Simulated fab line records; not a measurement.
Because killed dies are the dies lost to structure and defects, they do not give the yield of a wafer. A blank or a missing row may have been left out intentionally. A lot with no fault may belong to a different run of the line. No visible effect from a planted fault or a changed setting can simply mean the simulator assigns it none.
fab line records	flow sky130
record: lots: 24	wafers: 72	last_day: 51
route steps=708 shown GATE_OXIDE@189 VIA1@474 VIA3@575 CAP2M@617 METAL4@629 METAL5@663
lots untouched by any fault: they come from a run of this same line in which no faults occurred
start_h: hours from the record's first day to the start of the lot's first wafer shown	wait_h: how many hours have passed since the lot's step before this one	" unchanged from the row above	L1.1+2: a single row standing in for several wafers	- either no value or no given start	* or withheld: withheld	< > ~ a bound
route shown NAME@n: a module of which the file shows steps, and the number in the route of the first	usual: mean/standard deviation of fault-free wafers	same: alike in all rows	chamber/n: place in a boat	sites: per-site readings	_std_site: standard deviation of those values	_edge_site: the outer-site mean with the inner-site mean subtracted	radius_mm: for every site, how far away it sits from the centre of the wafer	mask NAME#n: copy n	behind: the most recent tool/chamber to have shaped the wafer	hold: why the lot was held/for how many hours/how that ended	device: the n, p or np transistor that did not switch	end of line: the tests these same wafers got at the end of their route	step lacking rows: just its recipe	killed: at the first sort, the dies lost to defects and structure; wafer yield is something else	map: a wafer's dies, x killed, . not, _ none there
set.NAME: the setting that was run; set.NAME@STEP: the one run at that earlier step	model.NAME: the simulator's own value behind a step, which no gauge read
steps of the route over a sample of lots; a table a step, a row a wafer
services: the hour from which a tool's chamber was out of use, counted from the record's first day as start_h (under 0 if before that day), plus the number of hours and why
== steps ==
step: SKY_GATE_OXIDE_THK_MEAS_02
recipe: reads: SiO2_of_GATE_OXIDE_OXIDATION_01
usual: GATE_OXIDE_OXIDATION_00_THK: 10.34/0.2
lot.wafer	tool	chamber	start_h	wait_h	GATE_OXIDE_OXIDATION_00_THK[nm]
L074.1	film_metro-02	-	275.42	0.0	10.27
L074.3	"	-	"	"	10.20
L074.4	"	-	"	"	10.18
L075.1	film_metro-02	-	283.51	0.0	10.75
L075.2	"	-	"	"	10.65
L075.5	"	-	"	"	10.64
L076.3	film_metro-04	-	284.61	0.0	10.29
L076.4	"	-	"	"	10.16
L076.6	"	-	"	"	10.25
L077.1	film_metro-04	-	300.24	0.0	10.18
L077.2	"	-	"	"	10.19
L077.6	"	-	"	"	10.12
L078.1	film_metro-04	-	309.54	0.0	10.28
L078.2	"	-	"	"	10.29
L078.5	"	-	"	"	10.17
L079.1	film_metro-03	-	319.47	0.0	10.52
L079.3	"	-	"	"	10.42
L079.5	"	-	"	"	10.34
L080.1	film_metro-02	-	324.54	0.0	10.73
L080.2	"	-	"	"	10.30
L080.6	"	-	"	"	10.39
L081.1	film_metro-03	-	332.22	0.0	10.47
L081.3	"	-	"	"	10.41
L081.5	"	-	"	"	10.51
L082.2	film_metro-04	-	335.69	0.0	10.17
L082.5	"	-	"	"	10.37
L082.6	"	-	"	"	10.16
L083.2	film_metro-04	-	348.05	0.0	10.64
L083.4	"	-	"	"	10.53
L083.6	"	-	"	"	10.66
L084.2	film_metro-03	-	356.42	0.0	10.58
L084.4	"	-	"	"	10.35
L084.6	"	-	"	"	10.34
L085.2	film_metro-03	-	367.10	0.0	10.38
L085.3	"	-	"	"	10.44
L085.5	"	-	"	"	10.58
L086.1	film_metro-03	-	374.58	0.0	10.55
L086.4	"	-	"	"	10.58
L086.5	"	-	"	"	10.54
L087.3	film_metro-04	-	381.61	0.0	10.46
L087.5	"	-	"	"	10.46
L087.6	"	-	"	"	10.36
L088.2	film_metro-03	-	388.87	0.0	10.24
L088.4	"	-	"	"	10.16
L088.5	"	-	"	"	10.19
L089.1	film_metro-02	-	398.78	0.0	10.57
L089.2	"	-	"	"	10.60
L089.6	"	-	"	"	10.68
L090.1	film_metro-04	-	432.21	0.0	10.60
L090.3	"	-	"	"	10.59
L090.5	"	-	"	"	10.59
L091.2	film_metro-03	-	432.22	0.0	10.61
L091.3	"	-	"	"	10.49
L091.4	"	-	"	"	10.44
L092.3	film_metro-04	-	446.68	0.0	9.97
L092.5	"	-	"	"	10.22
L092.6	"	-	"	"	10.10
L093.3	film_metro-02	-	450.94	0.0	10.24
L093.4	"	-	"	"	10.41
L093.5	"	-	"	"	10.28
L095.2	film_metro-03	-	461.42	0.0	10.00
L095.5	"	-	"	"	10.03
L095.6	"	-	"	"	10.02
L094.1	film_metro-02	-	466.86	0.0	10.09
L094.2	"	-	"	"	10.16
L094.4	"	-	"	"	10.08
L096.1	film_metro-02	-	468.88	0.0	10.19
L096.3	"	-	"	"	10.05
L096.5	"	-	"	"	10.20
L097.1	film_metro-03	-	517.27	0.0	10.12
L097.2	"	-	"	"	10.04
L097.4	"	-	"	"	10.14
step: SKY_VIA1_STRIP_16
recipe: chemistry: O2/N2	power_w: 1400	pressure_mtorr: 1500	platen_temp_c: withheld	o2_flow_sccm: 3000	n2_flow_sccm: 300	overash_fraction: 0.5
usual: drypump_motor_current_A: 5.9/0.45	oes_product_au: 0.416/0.0045	strip_time_to_endpoint_s: 4.468/0.027
lot.wafer	tool	chamber	start_h	wait_h	drypump_motor_current_A	oes_product_au	rf_hours_counter_h	strip_time_to_endpoint_s
L074.1	plasma_asher-01	1	777.41	0.0	5.7	0.410	3	4.486
L074.3	"	1	"	"	5.6	0.414	-	4.464
L074.4	"	0	"	"	6.7	0.410	-	4.479
L076.3	plasma_asher-03	1	787.94	0.1	5.3	0.415	-	4.434
L076.4	"	0	"	"	6.1	0.411	-	4.436
L076.6	"	1	"	"	5.3	0.415	-	4.460
L075.1	plasma_asher-01	0	790.91	0.0	6.7	0.414	5	4.427
L075.2	"	1	"	"	5.7	0.419	5	4.430
L075.5	"	0	"	"	6.7	0.406	-	4.424
L077.1	plasma_asher-01	1	808.29	0.0	5.7	0.419	7	4.458
L077.2	"	0	"	"	6.7	0.413	7	4.480
L077.6	"	0	"	"	6.7	0.415	-	4.445
L078.1	plasma_asher-03	0	818.51	0.0	6.1	0.419	39	4.471
L078.2	"	1	"	"	5.3	0.416	39	4.467
L078.5	"	0	"	"	6.0	0.419	-	4.486
L079.1	plasma_asher-02	0	828.91	0.0	5.8	0.412	69	4.474
L079.3	"	1	"	"	5.9	0.419	-	4.498
L079.5	"	0	"	"	5.8	0.418	-	4.466
L080.1	plasma_asher-02	0	830.89	0.0	5.8	0.409	69	4.447
L080.2	"	1	"	"	6.0	0.420	69	4.482
L080.6	"	0	"	"	5.8	0.415	-	4.478
L081.1	plasma_asher-03	1	842.76	0.0	5.3	0.418	41	4.480
L081.3	"	1	"	"	5.3	0.423	-	4.487
L081.5	"	0	"	"	6.0	0.408	-	4.489
L082.2	plasma_asher-01	0	844.21	0.0	6.7	0.417	11	4.443
L082.5	"	1	"	"	5.7	0.431	-	4.497
L082.6	"	0	"	"	6.7	0.419	-	4.472
L083.2	plasma_asher-03	0	855.79	0.0	6.1	0.419	43	4.487
L083.4	"	0	"	"	6.1	0.416	-	4.518
L083.6	"	0	"	"	6.1	0.409	-	4.521
L084.2	plasma_asher-02	1	862.06	0.0	5.9	0.416	73	4.520
L084.4	"	1	"	"	5.9	0.418	-	4.495
L084.6	"	1	"	"	5.9	0.420	-	4.491
L085.2	plasma_asher-01	1	868.96	0.0	5.7	0.423	13	4.453
L085.3	"	1	"	"	5.7	0.419	-	4.479
L085.5	"	1	"	"	5.7	0.422	-	4.470
L086.1	plasma_asher-01	0	878.99	0.0	6.7	0.423	14	4.532
L086.4	"	1	"	"	5.7	0.415	-	4.498
L086.5	"	1	"	"	5.7	0.419	-	4.495
L087.3	plasma_asher-02	1	884.60	0.1	6.0	0.414	-	4.462
L087.5	"	1	"	"	6.0	0.415	-	4.501
L087.6	"	0	"	"	5.8	0.419	-	4.462
L088.2	plasma_asher-01	0	892.14	0.0	6.7	0.422	15	4.486
L088.4	"	0	"	"	6.7	0.407	-	4.466
L088.5	"	0	"	"	6.7	0.412	-	4.488
L089.1	plasma_asher-03	1	901.88	0.0	5.3	0.417	47	4.485
L089.2	"	0	"	"	6.0	0.410	47	4.428
L089.6	"	1	"	"	5.3	0.421	-	4.477
L090.1	plasma_asher-03	1	927.46	0.0	5.3	0.411	50	4.449
L090.3	"	0	"	"	6.0	0.418	-	4.459
L090.5	"	0	"	"	6.0	0.415	-	4.461
L091.2	plasma_asher-01	1	930.71	0.0	5.7	0.412	19	4.448
L091.3	"	1	"	"	5.7	0.416	-	4.404
L091.4	"	0	"	"	6.7	0.418	-	4.497
L092.3	plasma_asher-02	1	938.43	0.1	6.0	0.415	-	4.443
L092.5	"	1	"	"	5.9	0.407	-	4.438
L092.6	"	0	"	"	5.8	0.416	-	4.410
L093.3	plasma_asher-01	1	942.88	0.1	5.7	0.423	-	4.503
L093.4	"	0	"	"	6.7	0.421	-	4.470
L093.5	"	1	"	"	5.7	0.422	-	4.522
L095.2	plasma_asher-01	1	957.26	0.0	5.7	0.421	22	4.466
L095.5	"	1	"	"	5.7	0.412	-	4.459
L095.6	"	0	"	"	6.7	0.415	-	4.482
L094.1	plasma_asher-02	1	957.59	0.0	6.0	0.425	82	4.499
L094.2	"	0	"	"	5.8	0.421	82	4.468
L094.4	"	1	"	"	5.9	0.411	-	4.467
L096.1	plasma_asher-02	0	958.56	0.0	5.8	0.411	82	4.437
L096.3	"	0	"	"	5.8	0.413	-	4.473
L096.5	"	0	"	"	5.8	0.421	-	4.461
L097.1	plasma_asher-03	1	995.56	0.0	5.3	0.415	56	4.426
L097.2	"	0	"	"	6.1	0.415	56	4.440
L097.4	"	0	"	"	6.0	0.419	-	4.494
step: SKY_VIA3_CMP_02
recipe: material: SiO2	down_force_psi: 4	platen_rpm: 60	pad_velocity_m_s: 0.94248
usual: motor_current_A: 11.7/0.98	platen_rpm: 60.00/0.042
lot.wafer	tool	chamber	start_h	wait_h	motor_current_A	platen_rpm
L074.4	cmp-02	3	889.60	0.1	11.6	60.00
L074.1	"	0	"	"	11.9	59.97
L074.3	"	1	"	"	10.9	60.01
L076.4	cmp-02	2	898.76	0.1	12.4	60.02
L076.3	"	3	"	"	11.6	60.00
L076.6	"	1	"	"	11.2	59.96
L075.2	cmp-02	1	902.39	0.0	11.5	59.96
L075.1	"	0	"	"	11.9	60.10
L075.5	"	2	"	"	12.5	59.93
L077.2	cmp-02	1	920.14	0.1	10.8	60.09
L077.1	"	2	"	"	12.2	60.05
L077.6	"	0	"	"	10.9	60.07
L078.1	cmp-01	1	928.22	0.1	11.1	59.99
L078.2	"	2	"	"	14.3	59.93
L078.5	"	0	"	"	12.1	59.94
L079.1	cmp-02	2	938.16	0.1	12.6	59.95
L079.3	"	3	"	"	11.4	60.04
L079.5	"	3	"	"	11.1	60.01
L080.2	cmp-02	0	939.21	0.0	11.3	59.98
L080.1	"	1	"	"	11.7	59.98
L080.6	"	1	"	"	11.5	59.97
L081.1	cmp-02	3	951.33	0.1	12.0	60.08
L081.3	"	2	"	"	11.7	59.95
L081.5	"	0	"	"	11.5	59.96
L082.2	cmp-01	1	952.70	0.0	10.8	60.04
L082.6	"	1	"	"	10.7	59.95
L082.5	"	2	"	"	14.1	60.04
L083.2	cmp-02	0	963.83	0.0	11.9	60.04
L083.4	"	3	"	"	11.3	59.98
L083.6	"	0	"	"	11.3	60.11
L084.2	cmp-02	0	969.21	0.0	11.0	59.97
L084.4	"	3	"	"	11.8	59.97
L084.6	"	1	"	"	11.0	60.01
L085.2	cmp-02	1	975.95	0.2	11.2	60.05
L085.3	"	3	"	"	11.5	60.01
L085.5	"	1	"	"	11.4	60.00
L086.1	cmp-01	0	987.17	0.2	12.0	60.05
L086.4	"	1	"	"	10.2	60.00
L086.5	"	2	"	"	14.3	60.00
L087.3	cmp-01	1	990.92	0.1	10.2	60.00
L087.6	"	3	"	"	11.4	59.94
L087.5	"	0	"	"	11.5	60.02
L088.2	cmp-02	2	996.27	0.0	12.6	59.99
L088.4	"	1	"	"	11.3	60.03
L088.5	"	2	"	"	11.9	60.00
L089.2	cmp-02	1	1005.63	0.1	10.5	60.00
L089.1	"	2	"	"	12.3	59.97
L089.6	"	1	"	"	10.5	59.98
L090.1	cmp-02	1	1028.41	0.1	11.6	60.03
L090.3	"	3	"	"	11.1	60.00
L090.5	"	2	"	"	12.1	60.03
L091.2	cmp-01	3	1032.72	0.1	11.9	60.06
L091.3	"	0	"	"	12.2	59.98
L091.4	"	2	"	"	14.2	59.97
L092.3	cmp-02	2	1038.80	0.0	12.3	59.96
L092.6	"	2	"	"	12.4	59.98
L092.5	"	3	"	"	10.9	59.98
L093.4	cmp-01	1	1043.67	0.0	10.8	60.05
L093.3	"	3	"	"	11.4	60.01
L093.5	"	2	"	"	14.5	59.99
L095.2	cmp-01	1	1056.04	0.1	10.6	59.93
L095.6	"	0	"	"	11.3	59.93
L095.5	"	1	"	"	10.5	60.00
L094.4	cmp-02	3	1056.62	0.1	11.9	59.99
L094.2	"	0	"	"	11.4	60.10
L094.1	"	1	"	"	11.6	60.00
L096.3	cmp-01	0	1058.25	0.2	11.4	59.99
L096.1	"	3	"	"	11.4	59.99
L096.5	"	1	"	"	10.5	60.05
L097.4	cmp-01	1	1088.05	0.0	11.2	59.98
L097.2	"	2	"	"	14.6	59.98
L097.1	"	0	"	"	11.9	60.03
step: SKY_CAP2M_STRIP_14
recipe: chemistry: O2/N2	power_w: 1400	pressure_mtorr: 1500	platen_temp_c: withheld	o2_flow_sccm: 3000	n2_flow_sccm: 300	overash_fraction: 0.5
usual: drypump_motor_current_A: 5.7/0.49	oes_product_au: 0.710/0.0043	strip_time_to_endpoint_s: 12.63/0.05
lot.wafer	tool	chamber	start_h	wait_h	drypump_motor_current_A	oes_product_au	rf_hours_counter_h	strip_time_to_endpoint_s
L074.1	plasma_asher-01	1	940.76	0.1	5.6	0.713	20	12.60
L074.3	"	0	"	"	6.7	0.711	-	12.55
L074.4	"	1	"	"	5.7	0.711	-	12.56
L076.3	plasma_asher-04	1	950.84	0.1	5.3	0.709	-	12.61
L076.4	"	0	"	"	5.3	0.708	-	12.54
L076.6	"	1	"	"	5.3	0.713	-	12.59
L075.1	plasma_asher-04	0	953.11	0.1	5.4	0.715	114	12.68
L075.2	"	1	"	"	5.3	0.711	114	12.70
L075.5	"	1	"	"	5.3	0.716	-	12.70
L077.1	plasma_asher-01	1	971.41	0.1	5.7	0.711	23	12.52
L077.2	"	0	"	"	6.7	0.710	23	12.55
L077.6	"	0	"	"	6.7	0.713	-	12.59
L078.1	plasma_asher-01	1	979.71	0.1	5.7	0.712	24	12.67
L078.2	"	0	"	"	6.7	0.713	24	12.65
L078.5	"	1	"	"	5.6	0.707	-	12.64
L079.1	plasma_asher-04	1	989.61	0.1	5.3	0.708	118	12.60
L079.3	"	1	"	"	5.3	0.716	-	12.59
L079.5	"	0	"	"	5.3	0.706	-	12.59
L080.1	plasma_asher-01	0	989.93	0.1	6.7	0.716	25	12.66
L080.2	"	1	"	"	5.7	0.718	25	12.63
L080.6	"	1	"	"	5.7	0.717	-	12.70
L081.1	plasma_asher-04	0	1001.96	0.1	5.3	0.713	119	12.55
L081.3	"	0	"	"	5.3	0.710	-	12.54
L081.5	"	1	"	"	5.3	0.717	-	12.54
L082.2	plasma_asher-03	1	1003.26	0.1	5.3	0.711	56	12.59
L082.5	"	0	"	"	6.0	0.705	-	12.62
L082.6	"	1	"	"	5.3	0.714	-	12.68
L083.2	plasma_asher-04	0	1013.43	0.1	5.3	0.707	120	12.59
L083.4	"	0	"	"	5.3	0.707	-	12.58
L083.6	"	1	"	"	5.3	0.715	-	12.56
L084.2	plasma_asher-03	0	1018.28	0.1	6.0	0.704	58	12.63
L084.4	"	0	"	"	6.0	0.698	-	12.57
L084.6	"	1	"	"	5.3	0.708	-	12.59
L085.2	plasma_asher-03	0	1024.41	0.1	6.1	0.712	59	12.73
L085.3	"	1	"	"	5.3	0.708	-	12.68
L085.5	"	1	"	"	5.3	0.705	-	12.70
L086.1	plasma_asher-03	1	1034.71	0.1	5.3	0.711	60	12.66
L086.4	"	0	"	"	6.1	0.704	-	12.65
L086.5	"	0	"	"	6.0	0.712	-	12.65
L087.3	plasma_asher-04	0	1038.09	0.1	5.3	0.710	-	12.58
L087.5	"	1	"	"	5.3	0.708	-	12.62
L087.6	"	0	"	"	5.4	0.713	-	12.61
L088.2	plasma_asher-01	1	1043.66	0.1	5.6	0.706	29	12.72
L088.4	"	0	"	"	6.7	0.711	-	12.73
L088.5	"	0	"	"	6.7	0.706	-	12.68
L089.1	plasma_asher-01	0	1052.06	0.1	6.7	0.709	30	12.62
L089.2	"	1	"	"	5.7	0.710	30	12.59
L089.6	"	1	"	"	5.7	0.707	-	12.61
L090.1	plasma_asher-04	0	1073.68	0.1	5.3	0.714	1	12.63
L090.3	"	0	"	"	5.3	0.708	-	12.67
L090.5	"	0	"	"	5.4	0.718	-	12.66
L091.2	plasma_asher-04	0	1078.46	0.1	5.3	0.709	1	12.63
L091.3	"	1	"	"	5.3	0.713	-	12.59
L091.4	"	0	"	"	5.3	0.711	-	12.64
L092.3	plasma_asher-01	0	1083.60	0.1	6.7	0.709	-	12.67
L092.5	"	1	"	"	5.7	0.710	-	12.66
L092.6	"	0	"	"	6.7	0.722	-	12.67
L093.3	plasma_asher-04	1	1087.45	0.1	5.3	0.710	-	12.62
L093.4	"	0	"	"	5.4	0.710	-	12.58
L093.5	"	0	"	"	5.3	0.712	-	12.62
L095.2	plasma_asher-04	0	1099.73	0.1	5.4	0.708	3	12.63
L095.5	"	0	"	"	5.4	0.706	-	12.67
L095.6	"	1	"	"	5.3	0.703	-	12.67
L094.1	plasma_asher-04	1	1100.41	0.1	5.3	0.710	3	12.60
L094.2	"	0	"	"	5.4	0.707	3	12.63
L094.4	"	0	"	"	5.3	0.712	-	12.65
L096.1	plasma_asher-03	1	1101.51	0.1	5.3	0.704	67	12.58
L096.3	"	0	"	"	6.0	0.706	-	12.60
L096.5	"	1	"	"	5.3	0.704	-	12.60
L097.1	plasma_asher-04	1	1130.73	0.1	5.3	0.707	5	12.62
L097.2	"	0	"	"	5.4	0.712	5	12.58
L097.4	"	1	"	"	5.3	0.708	-	12.61
step: SKY_METAL4_CD_MEAS_13
recipe: target_cd_nm: 300
usual: cd_nm: 299.7/1.2
lot.wafer	tool	chamber	start_h	wait_h	cd_nm
L074.1	cd_sem-02	-	966.30	-	300.0
L074.3	"	-	"	"	300.8
L074.4	"	-	"	"	300.0
L076.3	cd_sem-01	-	975.99	-	301.7
L076.4	"	-	"	"	303.0
L076.6	"	-	"	"	301.0
L075.1	cd_sem-01	-	978.42	-	298.5
L075.2	"	-	"	"	298.6
L075.5	"	-	"	"	297.8
L077.1	cd_sem-01	-	995.67	-	300.9
L077.2	"	-	"	"	299.9
L077.6	"	-	"	"	300.2
L078.1	cd_sem-01	-	1003.67	-	297.8
L078.2	"	-	"	"	299.8
L078.5	"	-	"	"	298.5
L079.1	cd_sem-02	-	1013.02	-	300.3
L079.3	"	-	"	"	298.9
L079.5	"	-	"	"	297.9
L080.1	cd_sem-01	-	1013.54	-	300.9
L080.2	"	-	"	"	300.4
L080.6	"	-	"	"	300.0
L081.1	cd_sem-01	-	1025.07	-	299.7
L081.3	"	-	"	"	300.2
L081.5	"	-	"	"	299.8
L082.2	cd_sem-01	-	1025.87	-	298.8
L082.5	"	-	"	"	300.0
L082.6	"	-	"	"	300.7
L083.2	cd_sem-01	-	1035.84	-	297.8
L083.4	"	-	"	"	299.1
L083.6	"	-	"	"	299.7
L084.2	cd_sem-02	-	1041.67	-	299.6
L084.4	"	-	"	"	300.5
L084.6	"	-	"	"	301.6
L085.2	cd_sem-01	-	1047.44	-	300.4
L085.3	"	-	"	"	299.3
L085.5	"	-	"	"	299.1
L086.1	cd_sem-01	-	1056.84	-	301.6
L086.4	"	-	"	"	301.7
L086.5	"	-	"	"	300.9
L087.3	cd_sem-02	-	1059.94	-	298.9
L087.5	"	-	"	"	299.1
L087.6	"	-	"	"	299.6
L088.2	cd_sem-02	-	1064.87	-	299.9
L088.4	"	-	"	"	299.2
L088.5	"	-	"	"	298.8
L089.1	cd_sem-01	-	1073.00	-	298.8
L089.2	"	-	"	"	298.9
L089.6	"	-	"	"	298.8
L090.1	cd_sem-01	-	1094.40	-	298.5
L090.3	"	-	"	"	298.8
L090.5	"	-	"	"	296.8
L091.2	cd_sem-01	-	1099.27	-	299.9
L091.3	"	-	"	"	299.9
L091.4	"	-	"	"	300.3
L092.3	cd_sem-02	-	1104.18	-	299.5
L092.5	"	-	"	"	301.3
L092.6	"	-	"	"	297.2
L093.3	cd_sem-01	-	1107.66	-	300.3
L093.4	"	-	"	"	298.4
L093.5	"	-	"	"	299.3
L095.2	cd_sem-01	-	1119.51	-	300.1
L095.5	"	-	"	"	299.5
L095.6	"	-	"	"	299.0
L094.1	cd_sem-01	-	1120.52	-	298.9
L094.2	"	-	"	"	298.8
L094.4	"	-	"	"	299.2
L096.1	cd_sem-01	-	1121.79	-	301.1
L096.3	"	-	"	"	299.8
L096.5	"	-	"	"	299.6
L097.1	cd_sem-02	-	1149.32	-	301.8
L097.2	"	-	"	"	301.7
L097.4	"	-	"	"	300.7
step: SKY_METAL5_SPUTTER_02
recipe: material: AlCu	target_thk_nm: 1150	power_w: 10600	time_s: 61.2	chamber_pressure_pa: 0.4
usual: throttle_valve_pct: 29.9/1.1
lot.wafer	tool	chamber	start_h	wait_h	throttle_valve_pct
L074.1	pvd_sputter-01	-	993.76	0.0	31.6
L074.3	"	-	"	"	27.9
L074.4	"	-	"	"	31.2
L076.3	pvd_sputter-03	-	1002.01	0.0	31.0
L076.4	"	-	"	"	29.5
L076.6	"	-	"	"	29.0
L075.1	pvd_sputter-01	-	1004.79	0.0	30.6
L075.2	"	-	"	"	32.0
L075.5	"	-	"	"	31.7
L077.1	pvd_sputter-03	-	1021.66	0.0	29.4
L077.2	"	-	"	"	29.0
L077.6	"	-	"	"	29.5
L078.1	pvd_sputter-01	-	1029.01	0.0	28.1
L078.2	"	-	"	"	30.3
L078.5	"	-	"	"	32.0
L079.1	pvd_sputter-03	-	1038.48	0.0	29.0
L079.3	"	-	"	"	31.2
L079.5	"	-	"	"	29.4
L080.1	pvd_sputter-02	-	1038.74	0.0	30.6
L080.2	"	-	"	"	30.4
L080.6	"	-	"	"	29.5
L081.1	pvd_sputter-02	-	1050.51	0.0	29.8
L081.3	"	-	"	"	30.5
L081.5	"	-	"	"	28.7
L082.2	pvd_sputter-01	-	1050.81	0.0	31.4
L082.5	"	-	"	"	31.7
L082.6	"	-	"	"	30.6
L083.2	pvd_sputter-03	-	1060.82	0.0	29.2
L083.4	"	-	"	"	29.0
L083.6	"	-	"	"	29.3
L084.2	pvd_sputter-03	-	1065.97	0.0	29.2
L084.4	"	-	"	"	30.9
L084.6	"	-	"	"	29.2
L085.2	pvd_sputter-02	-	1071.69	0.0	30.3
L085.3	"	-	"	"	29.5
L085.5	"	-	"	"	29.1
L086.1	pvd_sputter-02	-	1081.07	0.0	30.4
L086.4	"	-	"	"	30.5
L086.5	"	-	"	"	30.3
L087.3	pvd_sputter-03	-	1083.92	0.0	29.0
L087.5	"	-	"	"	29.5
L087.6	"	-	"	"	29.4
L088.2	pvd_sputter-03	-	1088.59	0.0	31.4
L088.4	"	-	"	"	29.4
L088.5	"	-	"	"	31.0
L089.1	pvd_sputter-03	-	1096.80	0.0	29.2
L089.2	"	-	"	"	31.1
L089.6	"	-	"	"	29.3
L090.1	pvd_sputter-01	-	1117.44	0.0	27.9
L090.3	"	-	"	"	30.6
L090.5	"	-	"	"	30.5
L091.2	pvd_sputter-02	-	1121.62	0.0	30.0
L091.3	"	-	"	"	29.4
L091.4	"	-	"	"	30.4
L092.3	pvd_sputter-03	-	1126.61	0.0	29.1
L092.5	"	-	"	"	29.2
L092.6	"	-	"	"	29.4
L093.3	pvd_sputter-01	-	1130.14	0.0	31.8
L093.4	"	-	"	"	30.6
L093.5	"	-	"	"	28.0
L095.2	pvd_sputter-02	-	1141.42	0.0	30.6
L095.5	"	-	"	"	29.0
L095.6	"	-	"	"	29.6
L094.1	pvd_sputter-02	-	1142.63	0.0	30.3
L094.2	"	-	"	"	30.6
L094.4	"	-	"	"	29.0
L096.1	pvd_sputter-03	-	1143.28	0.0	29.5
L096.3	"	-	"	"	29.4
L096.5	"	-	"	"	29.3
L097.1	pvd_sputter-01	-	1169.19	0.0	31.7
L097.2	"	-	"	"	31.2
L097.4	"	-	"	"	31.4
== services ==
tool	chamber	start_h	hours	kind
cmp-02	-	757.98	1.3	repair
plasma_asher-04	-	779.03	14.6	pm
pvd_sputter-03	-	814.19	1.0	repair
cmp-02	-	828.45	0.5	repair
cmp-01	-	843.13	0.5	repair
cmp-02	-	849.14	1.7	repair
cmp-02	-	854.61	1.8	repair
pvd_sputter-03	-	892.44	0.6	repair
cmp-01	-	906.92	6.5	repair
plasma_asher-03	-	912.49	2.8	pm
cmp-01	-	913.43	4.0	pm
plasma_asher-04	-	932.23	0.7	repair
cmp-01	-	955.08	1.2	repair
plasma_asher-03	-	956.32	8.3	repair
cmp-02	-	970.35	5.6	pm
plasma_asher-01	-	1017.30	14.6	pm
cmp-02	-	1042.69	8.5	pm
plasma_asher-04	-	1055.25	9.0	pm
plasma_asher-01	-	1071.21	0.3	repair
pvd_sputter-03	-	1071.31	1.5	repair
plasma_asher-04	-	1079.59	3.3	repair
cmp-02	-	1084.24	4.0	pm
plasma_asher-04	-	1113.19	10.6	repair
cmp-02	-	1161.93	0.2	repair
== key ==
fault none
